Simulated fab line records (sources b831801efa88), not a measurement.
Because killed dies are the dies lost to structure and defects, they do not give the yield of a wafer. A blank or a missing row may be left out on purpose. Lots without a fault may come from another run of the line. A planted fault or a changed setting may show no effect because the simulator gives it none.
fab line records    flow sky130    part 1 of 2: steps 1 to 28 of 39
record: lots: 5  wafers: 15  last-day: 48
route steps=708 shown VIA2@508 METAL3@532 CAPM@537
lots untouched by any fault: they come from a run of this same line in which no faults occurred
start-h: hours from the record's opening day to when the first of the lot's shown wafers began    wait-h: hours since the lot's step before    " the same as in the row above    L1.1+2: several wafers, shown together as one row    - no value, or no start given    * or withheld: withheld    < > ~ a bound
route shown NAME@n: a module of which the file shows steps, and the number in the route of the first    usual: mean and standard deviation over wafers with no fault    same: alike in all rows    chamber/n: place in a boat    sites: per-site readings    _std_site: the values' standard deviation    _edge_site: mean of outer sites minus mean of inner sites    radius-mm: how far each site lies from the wafer's centre    mask NAME#n: copy n    behind: the tool/chamber that last shaped the wafer    hold: the reason the lot was held/the length of the hold in hours/how it ended    device: the n, p or np transistor that did not switch    end of line: at the end of the route, the tests of the same wafers    where a step has no rows: the recipe by itself    killed: not the wafer's yield, but the dies lost to structure and defects at the first sort    map: the dies of a wafer, with x for killed, . for not killed, _ for no die there
set.NAME: the setting as run; set.NAME@STEP: as run at that earlier step    model.NAME: the simulator's own value behind a step, which no gauge read
lots at selected steps of the route; one table per step, one row per wafer
services: when a tool's chamber went out of use (start-h, in hours from the record's first day, below 0 if earlier), for how many hours, and the reason
== steps ==
step: SKY_VIA2_THK_MEAS_01
recipe: reads: SiO2_of_VIA2_HDPCVD_00
usual: VIA2_HDPCVD_THK: 1182/11
lot.wafer  tool           chamber  start-h  wait-h  VIA2_HDPCVD_THK[nm]
L074.2     film-metro-02  -        815.08   0.1     1182
L074.3     "              -        "        "       1192
L074.6     "              -        "        "       1183
L075.2     film-metro-04  -        821.41   0.1     1181
L075.3     "              -        "        "       1177
L075.6     "              -        "        "       1199
L077.4     film-metro-02  -        843.46   0.0     1178
L077.5     "              -        "        "       1181
L077.6     "              -        "        "       1176
L083.2     film-metro-02  -        890.74   0.1     1170
L083.3     "              -        "        "       1176
L083.5     "              -        "        "       1172
L088.1     film-metro-03  -        920.68   0.1     1184
L088.4     "              -        "        "       1178
L088.6     "              -        "        "       1185
step: SKY_VIA2_CMP_02
recipe: material: SiO2  down-force-psi: 4  platen-rpm: 60  pad-velocity-m-s: 0.94248
usual: motor-current-A: 11.3/1.2
lot.wafer  tool    chamber  start-h  wait-h  motor-current-A
L074.3     cmp-02  0        815.13   0.0     11.6
L074.2     "       3        "        "       12.0
L074.6     "       1        "        "       11.5
L075.2     cmp-02  0        821.56   0.1     11.2
L075.3     "       1        "        "       11.0
L075.6     "       3        "        "       11.8
L077.4     cmp-01  3        843.95   0.5     12.1
L077.6     "       1        "        "       9.3
L077.5     "       2        "        "       11.8
L083.3     cmp-02  3        890.79   0.0     12.0
L083.2     "       0        "        "       11.3
L083.5     "       3        "        "       11.9
L088.1     cmp-01  2        920.79   0.1     11.5
L088.4     "       3        "        "       12.7
L088.6     "       1        "        "       10.0
step: SKY_VIA2_BOW_MEAS_03
recipe: mode: bow
usual: VIA2_BOW: 86/7.2
lot.wafer  tool           chamber  start-h  wait-h  VIA2_BOW[um]
L074.2     film-metro-04  -        815.45   0.1     85
L074.3     "              -        "        "       96
L074.6     "              -        "        "       100
L075.2     film-metro-02  -        821.78   0.2     98
L075.3     "              -        "        "       92
L075.6     "              -        "        "       72
L077.4     film-metro-03  -        844.21   0.2     86
L077.5     "              -        "        "       79
L077.6     "              -        "        "       84
L083.2     film-metro-03  -        891.11   0.2     87
L083.3     "              -        "        "       97
L083.5     "              -        "        "       79
L088.1     film-metro-04  -        921.04   0.2     80
L088.4     "              -        "        "       88
L088.6     "              -        "        "       77
step: SKY_VIA2_DEHYDRATE_04
recipe: temp-c: 200  time-s: 60
usual: heater-power-total-W: 160.37/0.13
lot.wafer  tool            chamber  start-h  wait-h  heater-power-total-W
L074.2     litho-track-02  0        827.57   12.1    160.20
L074.3     "               0        "        "       160.34
L074.6     "               0        "        "       160.30
L075.2     litho-track-02  0        834.22   12.4    160.52
L075.3     "               0        "        "       160.60
L075.6     "               0        "        "       160.54
L077.4     litho-track-02  0        856.37   12.1    160.11
L077.5     "               0        "        "       160.38
L077.6     "               0        "        "       160.18
L083.2     litho-track-02  0        903.42   12.3    160.39
L083.3     "               0        "        "       160.27
L083.5     "               0        "        "       160.60
L088.1     litho-track-02  0        932.60   11.5    160.57
L088.4     "               0        "        "       160.37
L088.6     "               0        "        "       160.43
step: SKY_VIA2_HMDS_05
recipe: prime-time-s: 60  prime-temp-c: 120
usual: prime-temp-c: 120.04/0.12
same: prime-time-s: 60
lot.wafer  tool            chamber  start-h  wait-h  prime-temp-c
L074.2     litho-track-02  0        827.72   0.1     120.24
L074.3     "               0        "        "       120.01
L074.6     "               0        "        "       120.17
L075.2     litho-track-02  0        834.37   0.1     119.90
L075.3     "               0        "        "       119.89
L075.6     "               0        "        "       119.92
L077.4     litho-track-02  0        856.52   0.1     120.13
L077.5     "               0        "        "       120.19
L077.6     "               0        "        "       120.04
L083.2     litho-track-02  0        903.57   0.1     120.15
L083.3     "               0        "        "       120.03
L083.5     "               0        "        "       120.00
L088.1     litho-track-02  0        932.75   0.1     120.06
L088.4     "               0        "        "       120.06
L088.6     "               0        "        "       119.96
step: SKY_VIA2_COAT_06
recipe: resist: BARC  temp-c: withheld  time-s: withheld  spin-rpm: 3000  resist-thk-nm: 60
lot.wafer   tool            chamber  start-h  wait-h
L074.2+3+6  litho-track-02  0        827.87   0.1
L075.2+3+6  litho-track-02  0        834.52   0.1
L077.4+5+6  litho-track-02  0        856.67   0.1
L083.2+3+5  litho-track-02  0        903.72   0.1
L088.1+4+6  litho-track-02  0        932.90   0.1
step: SKY_VIA2_COAT_07
recipe: resist: KrF-thick  spin-rpm: 3000  resist-thk-nm: 450
lot.wafer   tool            chamber  start-h  wait-h
L074.2+3+6  litho-track-02  0        -        -
L075.2+3+6  litho-track-02  0        -        -
L077.4+5+6  litho-track-02  0        -        -
L083.2+3+5  litho-track-02  0        -        -
L088.1+4+6  litho-track-02  0        -        -
step: SKY_VIA2_SOFTBAKE_08
recipe: temp-c: 100  time-s: 90  resist: KrF-thick
usual: heater-power-total-W: 57.36/0.11
lot.wafer  tool            chamber  start-h  wait-h  heater-power-total-W
L074.2     litho-track-02  0        -        -       57.38
L074.3     "               0        "        "       57.61
L074.6     "               0        "        "       57.48
L075.2     litho-track-02  0        -        -       57.25
L075.3     "               0        "        "       57.20
L075.6     "               0        "        "       57.41
L077.4     litho-track-02  0        -        -       57.47
L077.5     "               0        "        "       57.39
L077.6     "               0        "        "       57.43
L083.2     litho-track-02  0        -        -       57.34
L083.3     "               0        "        "       57.25
L083.5     "               0        "        "       57.48
L088.1     litho-track-02  0        -        -       57.34
L088.4     "               0        "        "       57.36
L088.6     "               0        "        "       57.23
step: SKY_VIA2_EXPOSE_09
recipe: mask-id: VIM2  na: 0.8  source-shape: annular  sigma-inner: 0.55  sigma-outer: 0.85  target-cd-nm: 200  dose-mj: 38
lot.wafer   tool            chamber  start-h  wait-h  mask
L074.2+3+6  krf-scanner-01  0        -        -       VIM2#0
L075.2+3+6  krf-scanner-01  0        -        -       VIM2#0
L077.4+5+6  krf-scanner-02  0        -        -       VIM2#0
L083.2+3+5  krf-scanner-02  0        -        -       VIM2#0
L088.1+4+6  krf-scanner-02  0        -        -       VIM2#0
step: SKY_VIA2_PEB_10
recipe: peb-temp-c: withheld  peb-time-s: withheld  resist: KrF-thick
lot.wafer   tool            chamber  start-h  wait-h
L074.2+3+6  litho-track-02  0        -        -
L075.2+3+6  litho-track-02  0        -        -
L077.4+5+6  litho-track-02  0        -        -
L083.2+3+5  litho-track-01  0        -        -
L088.1+4+6  litho-track-02  0        -        -
step: SKY_VIA2_DEVELOP_11
recipe: develop-time-s: 60  resist: KrF-thick  dev-temp-c: 21
lot.wafer   tool            chamber  start-h  wait-h
L074.2+3+6  litho-track-02  0        -        -
L075.2+3+6  litho-track-02  0        -        -
L077.4+5+6  litho-track-02  0        -        -
L083.2+3+5  litho-track-01  0        -        -
L088.1+4+6  litho-track-02  0        -        -
step: SKY_VIA2_CD_MEAS_12
recipe: target-cd-nm: 200
usual: cd-nm: 200.0/1.2
lot.wafer  tool       chamber  start-h  wait-h  cd-nm
L074.2     cd-sem-02  -        841.27   -       200.2
L074.3     "          -        "        "       200.5
L074.6     "          -        "        "       200.1
L075.2     cd-sem-02  -        847.22   -       199.5
L075.3     "          -        "        "       199.7
L075.6     "          -        "        "       200.2
L077.4     cd-sem-02  -        871.01   -       201.1
L077.5     "          -        "        "       202.0
L077.6     "          -        "        "       201.8
L083.2     cd-sem-02  -        916.48   -       201.9
L083.3     "          -        "        "       200.1
L083.5     "          -        "        "       201.7
L088.1     cd-sem-01  -        945.75   -       199.3
L088.4     "          -        "        "       199.6
L088.6     "          -        "        "       197.7
step: SKY_VIA2_OVL_MEAS_13
usual: VIA2_OVL: -4/5.7
lot.wafer  tool        chamber  start-h  wait-h  VIA2_OVL[nm]
L074.2     overlay-02  -        841.37   0.1     -8
L074.3     "           -        "        "       -2
L074.6     "           -        "        "       -4
L075.2     overlay-01  -        847.32   0.1     0
L075.3     "           -        "        "       -5
L075.6     "           -        "        "       -2
L077.4     overlay-02  -        871.08   0.1     -5
L077.5     "           -        "        "       6
L077.6     "           -        "        "       -6
L083.2     overlay-01  -        916.59   0.1     -7
L083.3     "           -        "        "       0
L083.5     "           -        "        "       -1
L088.1     overlay-02  -        945.87   0.1     3
L088.4     "           -        "        "       7
L088.6     "           -        "        "       7
step: SKY_VIA2_ETCH_14
recipe: chemistry: N2/H2  target: BARC  ion-energy-ev: 200  source-w: 500  bias-w: 100  pressure-mtorr: 30  n2-flow-sccm: 100  h2-flow-sccm: 200  stop-on: SiO2  time-s: 45.9  target-depth-a: 600
usual: drypump-motor-current-A: 5.6/0.43  oes-product-au: 0.853/0.0044  throttle-valve-pct: 13.224/0.0081
lot.wafer  tool         chamber  start-h  wait-h  drypump-motor-current-A  oes-product-au  rf-hours-counter-h  throttle-valve-pct
L074.2     rie-diel-02  3        841.40   0.0     5.6                      0.852           11                  13.217
L074.3     "            3        "        "       5.7                      0.856           -                   13.214
L074.6     "            3        "        "       5.7                      0.855           -                   13.208
L075.2     rie-diel-04  3        847.35   0.0     6.2                      0.856           14                  13.237
L075.3     "            0        "        "       5.1                      0.857           17                  13.213
L075.6     "            0        "        "       5.1                      0.853           -                   13.220
L077.4     rie-diel-02  1        871.10   0.0     6.0                      0.846           15                  13.224
L077.5     "            2        "        "       6.2                      0.855           -                   13.226
L077.6     "            1        "        "       6.0                      0.854           -                   13.222
L083.2     rie-diel-02  1        916.62   0.0     6.0                      0.851           17                  13.232
L083.3     "            2        "        "       6.2                      0.847           3                   13.229
L083.5     "            3        "        "       5.7                      0.850           -                   13.210
L088.1     rie-diel-04  0        945.90   0.0     5.1                      0.858           20                  13.224
L088.4     "            3        "        "       6.2                      0.850           17                  13.233
L088.6     "            3        "        "       6.2                      0.845           -                   13.205
step: SKY_VIA2_ETCH_15
recipe: target: SiO2  chemistry: C4F8/O2/Ar  target-depth-nm: 546  stop-on: TiN  mask-material: KrF-thick  source-w: 1500  bias-w: 1200  pressure-mtorr: 40  c4f8-flow-sccm: withheld  O2_flow_sccm: 6  Ar_flow_sccm: 300  time-s: 84
usual: oes-product-au: 0.935/0.0047
lot.wafer  tool         chamber  start-h  wait-h  oes-product-au  rf-hours-counter-h
L074.2     rie-diel-02  3        841.46   0.0     0.938           11
L074.3     "            3        "        "       0.942           -
L074.6     "            3        "        "       0.934           -
L075.2     rie-diel-04  3        847.39   0.0     0.925           14
L075.3     "            0        "        "       0.936           17
L075.6     "            0        "        "       0.931           -
L077.4     rie-diel-02  1        871.14   0.0     0.934           15
L077.5     "            2        "        "       0.932           -
L077.6     "            1        "        "       0.934           -
L083.2     rie-diel-02  1        916.66   0.0     0.931           17
L083.3     "            2        "        "       0.936           3
L083.5     "            3        "        "       0.928           -
L088.1     rie-diel-04  0        945.94   0.0     0.937           20
L088.4     "            3        "        "       0.934           17
L088.6     "            3        "        "       0.930           -
step: SKY_VIA2_STRIP_16
recipe: chemistry: O2/N2  power-w: 1400  pressure-mtorr: 1500  platen-temp-c: withheld  o2-flow-sccm: 3000  n2-flow-sccm: 300  overash-fraction: 0.5
usual: drypump-motor-current-A: 5.5/0.59  oes-product-au: 0.398/0.0043  strip-time-to-endpoint-s: 4.036/0.024
lot.wafer  tool             chamber  start-h  wait-h  drypump-motor-current-A  oes-product-au  rf-hours-counter-h  strip-time-to-endpoint-s
L074.2     plasma-asher-02  0        841.56   0.1     6.2                      0.396           13                  4.040
L074.3     "                0        "        "       6.2                      0.397           -                   4.010
L074.6     "                1        "        "       5.8                      0.393           -                   4.017
L075.2     plasma-asher-03  0        847.46   0.0     5.7                      0.407           72                  4.007
L075.3     "                1        "        "       4.7                      0.401           -                   4.032
L075.6     "                0        "        "       5.7                      0.396           -                   4.021
L077.4     plasma-asher-03  0        871.24   0.1     5.7                      0.404           -                   4.059
L077.5     "                0        "        "       5.7                      0.393           -                   4.013
L077.6     "                1        "        "       4.7                      0.400           -                   4.028
L083.2     plasma-asher-03  0        916.72   0.0     5.8                      0.391           81                  4.023
L083.3     "                0        "        "       5.7                      0.399           -                   3.958
L083.5     "                0        "        "       5.7                      0.394           -                   3.980
L088.1     plasma-asher-02  1        946.01   0.0     5.8                      0.402           24                  4.039
L088.4     "                0        "        "       6.2                      0.398           -                   4.032
L088.6     "                1        "        "       5.8                      0.401           -                   4.006
step: SKY_VIA2_STRIP_17
recipe: chemistry: post-etch-residue-remover  time-s: 1200  temp-c: 72.5
lot.wafer   tool          chamber  start-h  wait-h
L074.2+3+6  wet-bench-02  0        841.66   0.1
L075.2+3+6  wet-bench-01  0        847.56   0.1
L077.4+5+6  wet-bench-04  3        871.31   0.0
L083.2+3+5  wet-bench-04  3        916.82   0.1
L088.1+4+6  wet-bench-04  2        946.11   0.1
step: SKY_VIA2_CLEAN_18
recipe: chemistry: IPA  time-s: 180  temp-c: 25
lot.wafer   tool          chamber  start-h  wait-h
L074.2+3+6  wet-bench-01  2        842.03   0.0
L075.2+3+6  wet-bench-02  0        847.90   0.0
L077.4+5+6  wet-bench-01  1        871.65   0.0
L083.2+3+5  wet-bench-02  1        917.20   0.0
L088.1+4+6  wet-bench-01  1        946.45   0.0
step: SKY_VIA2_CLEAN_19
recipe: chemistry: O3/DIW  dry: n2-spin
lot.wafer   tool          chamber  start-h  wait-h
L074.2+3+6  wet-bench-04  2        842.16   0.0
L075.2+3+6  wet-bench-04  3        847.96   0.0
L077.4+5+6  wet-bench-02  3        871.71   0.0
L083.2+3+5  wet-bench-04  1        917.25   0.0
L088.1+4+6  wet-bench-02  0        946.51   0.0
step: SKY_VIA2_SPUTTER_20
recipe: material: TiN  target-thk-nm: 20  chamber-pressure-pa: 5  power-w: 3885  time-s: 80
usual: throttle-valve-pct: 29.5/0.87
lot.wafer  tool            chamber  start-h  wait-h  throttle-valve-pct
L074.2     pvd-sputter-03  -        842.25   0.0     29.1
L074.3     "               -        "        "       29.6
L074.6     "               -        "        "       29.0
L075.2     pvd-sputter-01  -        848.05   0.0     32.2
L075.3     "               -        "        "       28.6
L075.6     "               -        "        "       32.1
L077.4     pvd-sputter-03  -        871.80   0.0     28.6
L077.5     "               -        "        "       28.9
L077.6     "               -        "        "       29.6
L083.2     pvd-sputter-01  -        917.35   0.0     32.3
L083.3     "               -        "        "       29.6
L083.5     "               -        "        "       28.6
L088.1     pvd-sputter-03  -        946.60   0.0     28.6
L088.4     "               -        "        "       29.8
L088.6     "               -        "        "       28.9
step: SKY_VIA2_CVD_21
recipe: material: W  target-thk-nm: 420  time-s: 126.4  temp-c: 400  pressure-torr: 40
usual: heater-power-w: 765/22
lot.wafer  tool      chamber  start-h  wait-h  heater-power-w
L074.2     cvd-w-02  1        842.31   0.0     810
L074.3     "         0        "        "       801
L074.6     "         1        "        "       796
L075.2     cvd-w-01  1        848.11   0.0     767
L075.3     "         0        "        "       756
L075.6     "         0        "        "       782
L077.4     cvd-w-01  1        871.90   0.1     750
L077.5     "         0        "        "       762
L077.6     "         1        "        "       752
L083.2     cvd-w-01  0        917.42   0.0     767
L083.3     "         0        "        "       747
L083.5     "         1        "        "       764
L088.1     cvd-w-01  0        946.66   0.0     755
L088.4     "         1        "        "       759
L088.6     "         1        "        "       766
step: SKY_VIA2_RS_MEAS_22
recipe: thk-meas-gauge: four-point-probe  reads: W_of_VIA2_CVD_21+TiN_of_VIA2_SPUTTER_20
usual: VIA2_W_RS: 0.2712/0.0025
lot.wafer  tool           chamber  start-h  wait-h  VIA2_W_RS[ohm/sq]
L074.2     film-metro-02  -        842.46   0.1     0.2691
L074.3     "              -        "        "       0.2712
L074.6     "              -        "        "       0.2729
L075.2     film-metro-02  -        848.27   0.1     0.2699
L075.3     "              -        "        "       0.2733
L075.6     "              -        "        "       0.2692
L077.4     film-metro-02  -        872.05   0.1     0.2712
L077.5     "              -        "        "       0.2686
L077.6     "              -        "        "       0.2698
L083.2     film-metro-03  -        917.57   0.1     0.2740
L083.3     "              -        "        "       0.2697
L083.5     "              -        "        "       0.2727
L088.1     film-metro-03  -        946.79   0.1     0.2704
L088.4     "              -        "        "       0.2674
L088.6     "              -        "        "       0.2704
step: SKY_VIA2_THK_MEAS_23
recipe: thk-meas-gauge: xrf  reads: W_of_VIA2_CVD_21
usual: VIA2_W_THK: 428/6.7
lot.wafer  tool           chamber  start-h  wait-h  VIA2_W_THK[nm]
L074.2     film-metro-02  -        842.57   0.1     430
L074.3     "              -        "        "       428
L074.6     "              -        "        "       422
L075.2     film-metro-02  -        848.38   0.1     427
L075.3     "              -        "        "       423
L075.6     "              -        "        "       428
L077.4     film-metro-02  -        872.14   0.1     423
L077.5     "              -        "        "       423
L077.6     "              -        "        "       424
L083.2     film-metro-03  -        917.68   0.1     427
L083.3     "              -        "        "       433
L083.5     "              -        "        "       430
L088.1     film-metro-03  -        946.91   0.1     425
L088.4     "              -        "        "       435
L088.6     "              -        "        "       430
step: SKY_VIA2_CMP_24
recipe: stop-on: SiO2  t-overpolish-s: 20  down-force-psi: 3.5  platen-rpm: 60  target-thk-nm: 0  pad-velocity-m-s: 0.94248
usual: motor-current-A: 10.4/0.97  overpolish-run-s: 20.000/0.0097  time-to-endpoint-s: 101/3.7
lot.wafer  tool    chamber  start-h  wait-h  motor-current-A  overpolish-run-s  time-to-endpoint-s
L074.3     cmp-01  2        842.67   0.1     10.4             19.996            99
L074.2     "       0        "        "       11.7             20.016            100
L074.6     "       1        "        "       8.6              19.999            101
L075.2     cmp-02  2        848.48   0.1     9.5              20.002            103
L075.3     "       0        "        "       10.4             20.008            100
L075.6     "       1        "        "       10.4             19.980            104
L077.4     cmp-01  1        872.22   0.1     9.1              19.991            105
L077.6     "       0        "        "       11.3             20.005            98
L077.5     "       1        "        "       8.9              19.993            107
L083.3     cmp-02  3        917.83   0.1     11.3             19.984            104
L083.2     "       1        "        "       10.6             20.001            103
L083.5     "       0        "        "       10.5             19.989            106
L088.4     cmp-02  1        947.07   0.1     10.2             20.001            111
L088.1     "       2        "        "       9.0              20.007            105
L088.6     "       0        "        "       10.4             19.989            104
step: SKY_METAL3_SPUTTER_00
recipe: material: Ti  target-thk-nm: 15  power-w: 3000  time-s: 10  chamber-pressure-pa: 0.4
usual: throttle-valve-pct: 29.6/0.64
lot.wafer  tool            chamber  start-h  wait-h  throttle-valve-pct
L074.2     pvd-sputter-04  -        842.92   0.1     30.4
L074.3     "               -        "        "       29.9
L074.6     "               -        "        "       29.8
L075.2     pvd-sputter-04  -        848.73   0.2     29.1
L075.3     "               -        "        "       30.2
L075.6     "               -        "        "       30.0
L077.4     pvd-sputter-02  -        872.47   0.2     30.8
L077.5     "               -        "        "       31.0
L077.6     "               -        "        "       29.9
L083.2     pvd-sputter-03  -        918.13   0.1     28.7
L083.3     "               -        "        "       29.5
L083.5     "               -        "        "       29.0
L088.1     pvd-sputter-04  -        947.27   0.1     29.9
L088.4     "               -        "        "       30.0
L088.6     "               -        "        "       30.4
step: SKY_METAL3_SPUTTER_01
recipe: material: TiN  target-thk-nm: 20  power-w: 6500  time-s: 16.7  chamber-pressure-pa: 0.4
usual: throttle-valve-pct: 29.7/0.67
lot.wafer  tool            chamber  start-h  wait-h  throttle-valve-pct
L074.2     pvd-sputter-04  -        842.94   0.0     30.5
L074.3     "               -        "        "       29.8
L074.6     "               -        "        "       30.0
L075.2     pvd-sputter-04  -        848.75   0.0     29.2
L075.3     "               -        "        "       30.6
L075.6     "               -        "        "       29.7
L077.4     pvd-sputter-02  -        872.49   0.0     30.8
L077.5     "               -        "        "       30.9
L077.6     "               -        "        "       29.5
L083.2     pvd-sputter-03  -        918.15   0.0     28.8
L083.3     "               -        "        "       29.6
L083.5     "               -        "        "       29.1
L088.1     pvd-sputter-04  -        947.29   0.0     30.2
L088.4     "               -        "        "       29.9
L088.6     "               -        "        "       30.5
step: SKY_METAL3_SPUTTER_02
recipe: material: AlCu  target-thk-nm: 735  power-w: 10600  time-s: 39.1  chamber-pressure-pa: 0.4
usual: throttle-valve-pct: 29.7/0.66
lot.wafer  tool            chamber  start-h  wait-h  throttle-valve-pct
L074.2     pvd-sputter-04  -        842.97   0.0     30.2
L074.3     "               -        "        "       29.9
L074.6     "               -        "        "       29.9
L075.2     pvd-sputter-04  -        848.77   0.0     29.0
L075.3     "               -        "        "       30.2
L075.6     "               -        "        "       29.9
L077.4     pvd-sputter-02  -        872.52   0.0     30.9
L077.5     "               -        "        "       31.0
L077.6     "               -        "        "       29.9
L083.2     pvd-sputter-03  -        918.18   0.0     28.7
L083.3     "               -        "        "       29.3
L083.5     "               -        "        "       28.6
L088.1     pvd-sputter-04  -        947.32   0.0     29.8
L088.4     "               -        "        "       30.1
L088.6     "               -        "        "       30.7
step: SKY_METAL3_SPUTTER_03
recipe: material: Ti  target-thk-nm: 5  power-w: 3000  time-s: 3.3  chamber-pressure-pa: 0.4
usual: throttle-valve-pct: 29.7/0.65
lot.wafer  tool            chamber  start-h  wait-h  throttle-valve-pct
L074.2     pvd-sputter-04  -        843.01   0.0     30.6
L074.3     "               -        "        "       29.7
L074.6     "               -        "        "       30.2
L075.2     pvd-sputter-04  -        848.81   0.0     29.1
L075.3     "               -        "        "       30.5
L075.6     "               -        "        "       29.8
L077.4     pvd-sputter-02  -        872.56   0.0     31.3
L077.5     "               -        "        "       30.9
L077.6     "               -        "        "       29.6
L083.2     pvd-sputter-03  -        918.22   0.0     29.0
L083.3     "               -        "        "       29.1
L083.5     "               -        "        "       28.7
L088.1     pvd-sputter-04  -        947.36   0.0     29.7
L088.4     "               -        "        "       30.0
L088.6     "               -        "        "       30.5
